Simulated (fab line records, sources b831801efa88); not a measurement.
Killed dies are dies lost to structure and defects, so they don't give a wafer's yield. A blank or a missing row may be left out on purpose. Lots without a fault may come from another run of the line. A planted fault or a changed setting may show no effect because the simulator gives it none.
Which tool did it? | flow sfq_line | 13 lots, 39 wafers sampled, at 4 steps of a route of 325

WHAT THE GAUGES READ, wafer by wafer
SFQ_I5_OVL_MEAS_936. Usual: I5_OVL 1 nm, standard deviation 6.1.
lot  | measured     | on         | I5_OVL (nm) | flag
L201 | day 52 14:48 | overlay-01 | 2 6 5       |
L202 | day 53 02:48 | overlay-02 | -8 -7 -10   |
L206 | day 54 17:12 | overlay-01 | 0 -1 0      |
L207 | day 55 02:48 | overlay-02 | 2 -4 -7     |
L208 | day 55 17:38 | overlay-01 | 3 5 4       |
L209 | day 55 23:38 | overlay-01 | -5 -6 -2    |
L210 | day 56 06:49 | overlay-01 | 5 5 2       |
L212 | day 56 17:37 | overlay-02 | -4 -3 3     |
L213 | day 56 21:14 | overlay-02 | 2 4 8       |
L214 | day 56 22:26 | overlay-02 | -10 1 -3    |
L216 | day 57 16:14 | overlay-01 | -7 -1 2     |
L220 | day 58 11:26 | overlay-01 | 4 4 -5      |
L222 | day 58 17:25 | overlay-01 | 2 10 7      |

SFQ_C5_OVL_MEAS_937. Usual: C5_OVL -2 nm, standard deviation 5.1.
lot  | measured     | on         | C5_OVL (nm) | flag
L201 | day 55 00:37 | overlay-01 | 6 -5 0      |
L202 | day 55 12:37 | overlay-02 | 6 4 7       |
L206 | day 57 06:20 | overlay-01 | -9 -7 -1    |
L207 | day 57 14:34 | overlay-02 | -1 -1 4     |
L208 | day 58 11:23 | overlay-02 | -10 -11 -4  |
L209 | day 58 18:34 | overlay-02 | -5 -7 -8    |
L210 | day 59 01:46 | overlay-02 | -2 12 6     |
L212 | day 59 13:34 | overlay-01 | -9 -8 -5    |
L213 | day 59 18:22 | overlay-01 | 2 -4 3      |
L214 | day 59 23:10 | overlay-01 | -7 -6 -5    |
L216 | day 60 17:11 | overlay-02 | -4 0 -2     |
L220 | day 61 15:31 | overlay-02 | -2 -6 -7    |
L222 | day 61 22:43 | overlay-02 | -1 -1 -1    |

WHICH TOOL RAN EACH LOT (tool, then ch and the chambers of the sampled wafers, then the start)
lot  | SFQ_TRILAYER_A5C_DEP_PECVD_142  | SFQ_TRILAYER_I5_ETCH_VIA_ETCH_147
L201 | pecvd-01 ch 0,1, day 50 04:29   | rie_diel-02 ch 0,2,3, day 52 14:52
L202 | pecvd-02 ch 0,1, day 50 16:29   | rie_diel-02 ch 0,3, day 53 02:52
L206 | pecvd-01 ch 0,1,2, day 52 18:47 | rie_diel-03 ch 1,3, day 54 17:16
L207 | pecvd-04 ch 0,1,2, day 53 08:10 | rie_diel-02 ch 1,3, day 55 02:52
L208 | pecvd-04 ch 0,1, day 53 21:11   | rie_diel-03 ch 0,1, day 55 17:42
L209 | pecvd-04 ch 1,2, day 54 05:14   | rie_diel-03 ch 1,2,3, day 55 23:42
L210 | pecvd-01 ch 0,1, day 54 15:56   | rie_diel-04 ch 1,2, day 56 06:54
L212 | pecvd-02 ch 1,2, day 55 05:10   | rie_diel-03 ch 0,2,3, day 56 17:42
L213 | pecvd-01 ch 0,2, day 55 09:56   | rie_diel-02 ch 1,2,3, day 56 21:18
L214 | pecvd-04 ch 0,1, day 55 12:20   | rie_diel-03 ch 0,1,2, day 56 22:30
L216 | pecvd-04 ch 0,1, day 56 07:32   | rie_diel-04 ch 0,1,2, day 57 16:18
L220 | pecvd-04 ch 0,2, day 57 09:29   | rie_diel-02 ch 1,2,3, day 58 11:30
L222 | pecvd-01 ch 0,1, day 57 16:41   | rie_diel-04 ch 0,2, day 58 17:30
- SFQ_TRILAYER_A5C_DEP_PECVD_142: deposits SiO2 from SiH4/N2O, time 15.556 s, target thk 70 nm.
- SFQ_TRILAYER_I5_ETCH_VIA_ETCH_147: etches the open film in CHF3, stops on Nb, target depth 360 nm.

WHAT THE TOOLS THEMSELVES READ (means of the sampled wafers that have a number; where no wafer has one, the mark that the record gives instead)
SFQ_TRILAYER_A5C_DEP_PECVD_142. Usual: heater_power_w 78 W, standard deviation 14; throttle_valve_pct 25.2 %, standard deviation 1.4.
lot  | tool     | heater_power_w (W) | throttle_valve_pct (%) | flag
L201 | pecvd-01 | 74                 | 26.9                   |
L202 | pecvd-02 | 56                 | 24.9                   |
L206 | pecvd-01 | 82                 | 26.4                   |
L207 | pecvd-04 | 89                 | 24.7                   |
L208 | pecvd-04 | 76                 | 24.9                   |
L209 | pecvd-04 | 83                 | 24.0                   |
L210 | pecvd-01 | 78                 | 26.8                   |
L212 | pecvd-02 | 64                 | 26.0                   |
L213 | pecvd-01 | 70                 | 27.0                   |
L214 | pecvd-04 | 86                 | 25.0                   |
L216 | pecvd-04 | 74                 | 24.2                   |
L220 | pecvd-04 | 86                 | 25.9                   |
L222 | pecvd-01 | 89                 | 23.0                   |

SFQ_TRILAYER_I5_ETCH_VIA_ETCH_147. Usual: chamber_pressure_mTorr 30.000 mTorr, standard deviation 0.028; drypump_motor_current_A 5.9 A, standard deviation 0.53; oes_product_au 0.990 a.u., standard deviation 0.007.
lot  | tool        | chamber_pressure_mTorr (mTorr) | drypump_motor_current_A (A) | oes_product_au (a.u.) | flag
L201 | rie_diel-02 | 30.010                         | 6.1                         | 0.991                 |
L202 | rie_diel-02 | 29.989                         | 6.0                         | 0.987                 |
L206 | rie_diel-03 | 29.978                         | 5.4                         | 0.988                 |
L207 | rie_diel-02 | 29.997                         | 5.9                         | 0.990                 |
L208 | rie_diel-03 | 30.011                         | 6.3                         | 0.990                 |
L209 | rie_diel-03 | 29.986                         | 5.9                         | 0.997                 |
L210 | rie_diel-04 | 29.984                         | 6.0                         | 0.987                 |
L212 | rie_diel-03 | 30.022                         | 5.8                         | 0.988                 |
L213 | rie_diel-02 | 30.007                         | 6.0                         | 0.990                 |
L214 | rie_diel-03 | 30.008                         | 6.3                         | 0.988                 |
L216 | rie_diel-04 | 30.023                         | 6.2                         | 0.984                 |
L220 | rie_diel-02 | 29.967                         | 6.0                         | 0.992                 |
L222 | rie_diel-04 | 29.981                         | 6.4                         | 0.985                 |

THE ANSWER, worked out from the rows above alone
Rule: a lot is off if the mean of its wafers that have a number lies more than 3 standard deviations from the usual mean. A lot without any number at a reading at which 4 lots or more have one is off too. The other lots that the step has rows for count as sound. The gauges are gone through in route order, then the tools' own readings, and for those a lot's mean is taken as printed above. The first step at which some lot is off is used, and at that step the reading that is off furthest; a lot without a number counts as furthest.
No lot is off at any reading shown: from this, nothing can be told.

WHAT THE SIMULATOR HAD PUT IN
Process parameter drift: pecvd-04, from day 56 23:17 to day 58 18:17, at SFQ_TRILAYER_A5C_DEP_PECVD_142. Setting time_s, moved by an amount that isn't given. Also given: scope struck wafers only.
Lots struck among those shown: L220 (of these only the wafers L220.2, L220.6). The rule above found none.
